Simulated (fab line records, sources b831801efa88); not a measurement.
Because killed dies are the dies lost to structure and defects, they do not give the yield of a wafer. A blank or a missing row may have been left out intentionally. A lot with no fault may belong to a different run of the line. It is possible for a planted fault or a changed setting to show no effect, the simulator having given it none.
Chamber matching    flow gf180mcu    GF_MIM_CVD_05 on pecvd-02 has 3 sister chambers
The step deposits Si3N4, target thk 42 nm, time 29.086 s. 20 wafers are shown with their chamber, then 10 later ones without.

== EACH WAFER AND ITS CHAMBER ==
wafer   chamber  heaterPowerW (W)  tempMaxC (C)
L075.2  2        756               400.22
L075.3  1        617               400.16
L075.6  1        609               400.31
L076.1  1        544               399.84
L076.4  1        555               399.80
L076.5  2        762               400.01
L078.2  0        517               399.42
L078.3  1        514               400.42
L078.5  0        525               400.04
L082.1  1        582               400.21
L082.3  2        754               400.09
L082.6  0        499               399.91
L084.2  2        785               400.30
L084.4  1        532               399.64
L084.6  2        808               399.91
L086.1  0        553               400.11
L086.2  1        556               400.25
L086.3  2        689               400.08
L091.3  2        812               400.21
L091.4  0        495               399.97

SIGNATURES (averages over the wafers above)
reading       chamber 0  chamber 1  chamber 2  scatter within a chamber
heaterPowerW  517.80     563.62     766.57     35.8
tempMaxC      399.8900   400.0788   400.1171   0.237
Rule: distance of a wafer from a chamber = root of the sum over the readings of ((wafer's reading minus chamber's mean) / reading's scatter) squared. If the next closest chamber is less than 2 further off than the closest, the wafer can't be placed; otherwise it belongs to the closest. How the scatter is found: for the shown wafers, subtract from each reading the mean of its chamber, square and add these, divide the total by (wafers less chambers), then take the root.

== WAFERS WITHOUT THEIR CHAMBER ==
wafer   heaterPowerW (W)  tempMaxC (C)
L091.5  816               399.95
L092.2  547               400.13
L092.3  482               400.01
L092.4  546               400.40
L095.4  545               399.46
L095.5  511               400.05
L095.6  703               399.63
L096.4  818               399.91
L096.5  571               399.67
L096.6  540               399.93

== CHAMBER TAKEN BY EACH ==
wafer   from the rows above      in truth
L091.5  2                        2
L092.2  can't be placed: 1 or 0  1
L092.3  can't be placed: 0 or 1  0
L092.4  can't be placed: 1 or 0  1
L095.4  can't be placed: 0 or 1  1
L095.5  can't be placed: 0 or 1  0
L095.6  can't be placed: 2 or 1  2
L096.4  2                        2
L096.5  can't be placed: 1 or 0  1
L096.6  can't be placed: 0 or 1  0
2 of 10 placed correctly. Not placeable from these rows: 8 (in 8, the candidates include the true chamber). Number placed wrongly: 0.
